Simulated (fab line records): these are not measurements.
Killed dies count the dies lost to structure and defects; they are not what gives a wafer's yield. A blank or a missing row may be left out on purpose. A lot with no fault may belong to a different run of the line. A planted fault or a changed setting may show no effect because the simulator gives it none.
Which tool did it? || flow sky130 || 39 wafers from 13 lots sampled at 4 of the route's 708 steps

## WHAT EACH GAUGE READ, for each wafer
SKY_LI_CONTACT_RS_MEAS_22: measures by four-point-probe. Usual: LI_CONTACT_W_RS typically reads 0.284 ohm/sq, with standard deviation 0.0039.
{"lot": "L946", "measured": "day 30 07:49", "on": "film-metro-03", "LI_CONTACT_W_RS (ohm/sq)": "0.282 0.280 0.281", "flag": ""}
{"lot": "L948", "measured": "day 30 08:49", "on": "film-metro-04", "LI_CONTACT_W_RS (ohm/sq)": "0.291 0.290 0.286", "flag": ""}
{"lot": "L949", "measured": "day 32 08:16", "on": "film-metro-02", "LI_CONTACT_W_RS (ohm/sq)": "0.282 0.281 0.283", "flag": ""}
{"lot": "L950", "measured": "day 32 10:13", "on": "film-metro-02", "LI_CONTACT_W_RS (ohm/sq)": "0.284 0.293 0.284", "flag": ""}
{"lot": "L954", "measured": "day 32 21:20", "on": "film-metro-03", "LI_CONTACT_W_RS (ohm/sq)": "0.291 0.282 0.289", "flag": ""}
{"lot": "L955", "measured": "day 32 20:20", "on": "film-metro-04", "LI_CONTACT_W_RS (ohm/sq)": "0.280 0.282 0.281", "flag": ""}
{"lot": "L956", "measured": "day 32 21:46", "on": "film-metro-03", "LI_CONTACT_W_RS (ohm/sq)": "0.284 0.285 0.284", "flag": ""}
{"lot": "L957", "measured": "day 32 22:46", "on": "film-metro-04", "LI_CONTACT_W_RS (ohm/sq)": "0.283 0.283 0.289", "flag": ""}
{"lot": "L964", "measured": "day 35 18:26", "on": "film-metro-04", "LI_CONTACT_W_RS (ohm/sq)": "0.276 0.279 0.282", "flag": ""}
{"lot": "L965", "measured": "day 35 18:49", "on": "film-metro-04", "LI_CONTACT_W_RS (ohm/sq)": "0.283 0.280 0.280", "flag": ""}
{"lot": "L966", "measured": "day 36 06:30", "on": "film-metro-03", "LI_CONTACT_W_RS (ohm/sq)": "0.283 0.281 0.284", "flag": ""}
{"lot": "L967", "measured": "day 36 12:10", "on": "film-metro-02", "LI_CONTACT_W_RS (ohm/sq)": "0.282 0.281 0.279", "flag": ""}
{"lot": "L968", "measured": "day 36 17:02", "on": "film-metro-04", "LI_CONTACT_W_RS (ohm/sq)": "0.288 0.290 0.288", "flag": ""}

SKY_CONTACT_CD_MEAS_14: target cd 170 nm. Usual: cd-nm at 169.8 nm, with a standard deviation of 1.8.
{"lot": "L946", "measured": "day 32 16:16", "on": "cd-sem-02", "cd-nm (nm)": "170.8 170.2 169.7", "flag": ""}
{"lot": "L948", "measured": "day 32 18:23", "on": "cd-sem-01", "cd-nm (nm)": "169.5 168.7 169.6", "flag": ""}
{"lot": "L949", "measured": "day 34 15:53", "on": "cd-sem-01", "cd-nm (nm)": "170.9 170.8 170.3", "flag": ""}
{"lot": "L950", "measured": "day 34 17:55", "on": "cd-sem-02", "cd-nm (nm)": "171.6 170.3 168.9", "flag": ""}
{"lot": "L954", "measured": "day 35 05:35", "on": "cd-sem-01", "cd-nm (nm)": "169.7 169.8 170.0", "flag": ""}
{"lot": "L955", "measured": "day 35 03:35", "on": "cd-sem-02", "cd-nm (nm)": "170.3 170.9 172.3", "flag": ""}
{"lot": "L956", "measured": "day 35 05:55", "on": "cd-sem-01", "cd-nm (nm)": "171.0 170.0 171.2", "flag": ""}
{"lot": "L957", "measured": "day 35 07:31", "on": "cd-sem-01", "cd-nm (nm)": "169.5 170.6 170.2", "flag": ""}
{"lot": "L964", "measured": "day 38 00:19", "on": "cd-sem-02", "cd-nm (nm)": "170.5 170.0 170.5", "flag": ""}
{"lot": "L965", "measured": "day 38 00:52", "on": "cd-sem-01", "cd-nm (nm)": "171.2 169.1 171.8", "flag": ""}
{"lot": "L966", "measured": "day 38 12:13", "on": "cd-sem-02", "cd-nm (nm)": "169.7 169.3 171.8", "flag": ""}
{"lot": "L967", "measured": "day 38 16:55", "on": "cd-sem-02", "cd-nm (nm)": "172.0 170.2 170.0", "flag": ""}
{"lot": "L968", "measured": "day 38 22:20", "on": "cd-sem-01", "cd-nm (nm)": "170.8 171.1 170.9", "flag": ""}

SKY_METAL1_OVL_MEAS_16. Usual: METAL1_OVL typically reads -1 nm, with standard deviation 5.5.
{"lot": "L946", "measured": "day 33 21:20", "on": "overlay-02", "METAL1_OVL (nm)": "1 2 5", "flag": ""}
{"lot": "L948", "measured": "day 33 23:09", "on": "overlay-02", "METAL1_OVL (nm)": "-7 -5 -2", "flag": ""}
{"lot": "L949", "measured": "day 35 20:23", "on": "overlay-02", "METAL1_OVL (nm)": "0 3 -2", "flag": ""}
{"lot": "L950", "measured": "day 35 22:19", "on": "overlay-02", "METAL1_OVL (nm)": "-3 0 2", "flag": ""}
{"lot": "L954", "measured": "day 36 10:18", "on": "overlay-02", "METAL1_OVL (nm)": "-2 -5 -7", "flag": ""}
{"lot": "L955", "measured": "day 36 07:18", "on": "overlay-01", "METAL1_OVL (nm)": "11 8 5", "flag": ""}
{"lot": "L956", "measured": "day 36 10:25", "on": "overlay-01", "METAL1_OVL (nm)": "-8 -9 -7", "flag": ""}
{"lot": "L957", "measured": "day 36 11:47", "on": "overlay-01", "METAL1_OVL (nm)": "-1 2 6", "flag": ""}
{"lot": "L964", "measured": "day 39 03:32", "on": "overlay-02", "METAL1_OVL (nm)": "7 5 5", "flag": ""}
{"lot": "L965", "measured": "day 39 04:31", "on": "overlay-01", "METAL1_OVL (nm)": "-8 -2 -7", "flag": ""}
{"lot": "L966", "measured": "day 39 15:11", "on": "overlay-02", "METAL1_OVL (nm)": "2 -2 5", "flag": ""}
{"lot": "L967", "measured": "day 39 19:35", "on": "overlay-02", "METAL1_OVL (nm)": "-11 -10 -7", "flag": ""}
{"lot": "L968", "measured": "day 40 00:44", "on": "overlay-01", "METAL1_OVL (nm)": "-3 -4 -1", "flag": ""}

## TOOL THAT RAN EACH LOT (tool first, then ch and the chambers of the sampled wafers, then the start)
{"lot": "L946", "SKY_GATE_OXIDE_OXIDATION_16": "furnace-02 ch 0, day 14 17:19"}
{"lot": "L948", "SKY_GATE_OXIDE_OXIDATION_16": "furnace-02 ch 0, day 14 18:51"}
{"lot": "L949", "SKY_GATE_OXIDE_OXIDATION_16": "furnace-02 ch 0, day 16 20:04"}
{"lot": "L950", "SKY_GATE_OXIDE_OXIDATION_16": "furnace-01 ch 0, day 16 23:02"}
{"lot": "L954", "SKY_GATE_OXIDE_OXIDATION_16": "furnace-01 ch 0, day 17 11:56"}
{"lot": "L955", "SKY_GATE_OXIDE_OXIDATION_16": "furnace-01 ch 0, day 17 11:56"}
{"lot": "L956", "SKY_GATE_OXIDE_OXIDATION_16": "furnace-02 ch 0, day 17 20:13"}
{"lot": "L957", "SKY_GATE_OXIDE_OXIDATION_16": "furnace-01 ch 0, day 17 23:16"}
{"lot": "L964", "SKY_GATE_OXIDE_OXIDATION_16": "furnace-02 ch 0, day 20 21:01"}
{"lot": "L965", "SKY_GATE_OXIDE_OXIDATION_16": "furnace-01 ch 0, day 21 02:54"}
{"lot": "L966", "SKY_GATE_OXIDE_OXIDATION_16": "furnace-02 ch 0, day 21 12:31"}
{"lot": "L967", "SKY_GATE_OXIDE_OXIDATION_16": "furnace-01 ch 0, day 21 19:51"}
{"lot": "L968", "SKY_GATE_OXIDE_OXIDATION_16": "furnace-01 ch 0, day 22 00:33"}
- SKY_GATE_OXIDE_OXIDATION_16: stabilise 600 s, purge 300 s, target thk 3.57 nm.

## AS READ BY THE TOOLS THEMSELVES (means over the sampled wafers that have a number; for cases with no such wafer, the mark the record gives instead)
SKY_GATE_OXIDE_OXIDATION_16. Usual: ramp-down-c-per-min 3.0000, standard deviation 0.00054; spike-tc-bottom-C 822 C, standard deviation 3.9; spike-tc-centre-C 799.6 C, standard deviation 1.2; spike-tc-lower-C 800.3 C, standard deviation 0.91; spike-tc-top-C 817.0 C, standard deviation 2.5; spike-tc-upper-C 799.4 C, standard deviation 1.1; tube-center-temp-C 800 C, standard deviation 0.068; tube_center_temp_C_max 802.1, standard deviation 0.34.
{"lot": "L946", "tool": "furnace-02", "ramp-down-c-per-min": 3.0002, "spike-tc-bottom-C (C)": 816, "spike-tc-centre-C (C)": 798.9, "spike-tc-lower-C (C)": 800.4, "spike-tc-top-C (C)": 814.7, "spike-tc-upper-C (C)": 799.3, "tube-center-temp-C (C)": 800, "tube_center_temp_C_max": 801.9, "flag": ""}
{"lot": "L948", "tool": "furnace-02", "ramp-down-c-per-min": 2.9994, "spike-tc-bottom-C (C)": 817, "spike-tc-centre-C (C)": 799.0, "spike-tc-lower-C (C)": 800.5, "spike-tc-top-C (C)": 814.9, "spike-tc-upper-C (C)": 801.1, "tube-center-temp-C (C)": 800, "tube_center_temp_C_max": 802.2, "flag": ""}
{"lot": "L949", "tool": "furnace-02", "ramp-down-c-per-min": 2.9995, "spike-tc-bottom-C (C)": 818, "spike-tc-centre-C (C)": 799.4, "spike-tc-lower-C (C)": 800.4, "spike-tc-top-C (C)": 813.8, "spike-tc-upper-C (C)": 799.3, "tube-center-temp-C (C)": 800, "tube_center_temp_C_max": 801.7, "flag": ""}
{"lot": "L950", "tool": "furnace-01", "ramp-down-c-per-min": 3.0001, "spike-tc-bottom-C (C)": 825, "spike-tc-centre-C (C)": 801.0, "spike-tc-lower-C (C)": 800.6, "spike-tc-top-C (C)": 818.7, "spike-tc-upper-C (C)": 799.2, "tube-center-temp-C (C)": 800, "tube_center_temp_C_max": 802.2, "flag": ""}
{"lot": "L954", "tool": "furnace-01", "ramp-down-c-per-min": 3.0002, "spike-tc-bottom-C (C)": 812, "spike-tc-centre-C (C)": 788.0, "spike-tc-lower-C (C)": 787.2, "spike-tc-top-C (C)": 807.3, "spike-tc-upper-C (C)": 786.2, "tube-center-temp-C (C)": 787, "tube_center_temp_C_max": 789.3, "flag": "OFF"}
{"lot": "L955", "tool": "furnace-01", "ramp-down-c-per-min": 3.0003, "spike-tc-bottom-C (C)": 813, "spike-tc-centre-C (C)": 787.8, "spike-tc-lower-C (C)": 787.2, "spike-tc-top-C (C)": 806.5, "spike-tc-upper-C (C)": 787.0, "tube-center-temp-C (C)": 787, "tube_center_temp_C_max": 789.5, "flag": "OFF"}
{"lot": "L956", "tool": "furnace-02", "ramp-down-c-per-min": 2.9994, "spike-tc-bottom-C (C)": 819, "spike-tc-centre-C (C)": 798.9, "spike-tc-lower-C (C)": 800.6, "spike-tc-top-C (C)": 814.6, "spike-tc-upper-C (C)": 800.3, "tube-center-temp-C (C)": 800, "tube_center_temp_C_max": 801.9, "flag": ""}
{"lot": "L957", "tool": "furnace-01", "ramp-down-c-per-min": 2.9995, "spike-tc-bottom-C (C)": 813, "spike-tc-centre-C (C)": 787.0, "spike-tc-lower-C (C)": 788.4, "spike-tc-top-C (C)": 807.7, "spike-tc-upper-C (C)": 786.5, "tube-center-temp-C (C)": 787, "tube_center_temp_C_max": 789.3, "flag": "OFF"}
{"lot": "L964", "tool": "furnace-02", "ramp-down-c-per-min": 3.0001, "spike-tc-bottom-C (C)": 818, "spike-tc-centre-C (C)": 799.3, "spike-tc-lower-C (C)": 801.2, "spike-tc-top-C (C)": 814.5, "spike-tc-upper-C (C)": 800.0, "tube-center-temp-C (C)": 800, "tube_center_temp_C_max": 801.8, "flag": ""}
{"lot": "L965", "tool": "furnace-01", "ramp-down-c-per-min": 3.0005, "spike-tc-bottom-C (C)": 826, "spike-tc-centre-C (C)": 800.5, "spike-tc-lower-C (C)": 800.0, "spike-tc-top-C (C)": 818.0, "spike-tc-upper-C (C)": 799.0, "tube-center-temp-C (C)": 800, "tube_center_temp_C_max": 802.3, "flag": ""}
{"lot": "L966", "tool": "furnace-02", "ramp-down-c-per-min": 2.9995, "spike-tc-bottom-C (C)": 817, "spike-tc-centre-C (C)": 800.1, "spike-tc-lower-C (C)": 799.6, "spike-tc-top-C (C)": 814.8, "spike-tc-upper-C (C)": 800.7, "tube-center-temp-C (C)": 800, "tube_center_temp_C_max": 802.3, "flag": ""}
{"lot": "L967", "tool": "furnace-01", "ramp-down-c-per-min": 3.0001, "spike-tc-bottom-C (C)": 826, "spike-tc-centre-C (C)": 801.1, "spike-tc-lower-C (C)": 800.0, "spike-tc-top-C (C)": 818.3, "spike-tc-upper-C (C)": 799.2, "tube-center-temp-C (C)": 800, "tube_center_temp_C_max": 801.8, "flag": ""}
{"lot": "L968", "tool": "furnace-01", "ramp-down-c-per-min": 3.0005, "spike-tc-bottom-C (C)": 826, "spike-tc-centre-C (C)": 799.7, "spike-tc-lower-C (C)": 800.2, "spike-tc-top-C (C)": 819.3, "spike-tc-upper-C (C)": 799.7, "tube-center-temp-C (C)": 800, "tube_center_temp_C_max": 802.1, "flag": ""}

## THE ANSWER, worked out from the rows above alone
Rule: lot off if the mean of its wafers having a number is beyond 3 standard deviations from the usual mean. A lot without any number at a reading at which 4 lots or more have one is off too. Any other lot the step has rows for is counted as sound. The gauges are gone through in route order, then the tools' own readings, and for those a lot's mean is taken as printed above. The first step at which some lot is off is used, and at that step the reading that is off furthest; a lot without a number counts as furthest.
Off, at SKY_GATE_OXIDE_OXIDATION_16 on tube-center-temp-C: L954, L955, L957.
A tool fits if, at that step or a process step before it, it ran every lot that is off, and no sound lot after the first of them. Of those tried, none fits.

## WHAT THE SIMULATOR HAD PUT IN
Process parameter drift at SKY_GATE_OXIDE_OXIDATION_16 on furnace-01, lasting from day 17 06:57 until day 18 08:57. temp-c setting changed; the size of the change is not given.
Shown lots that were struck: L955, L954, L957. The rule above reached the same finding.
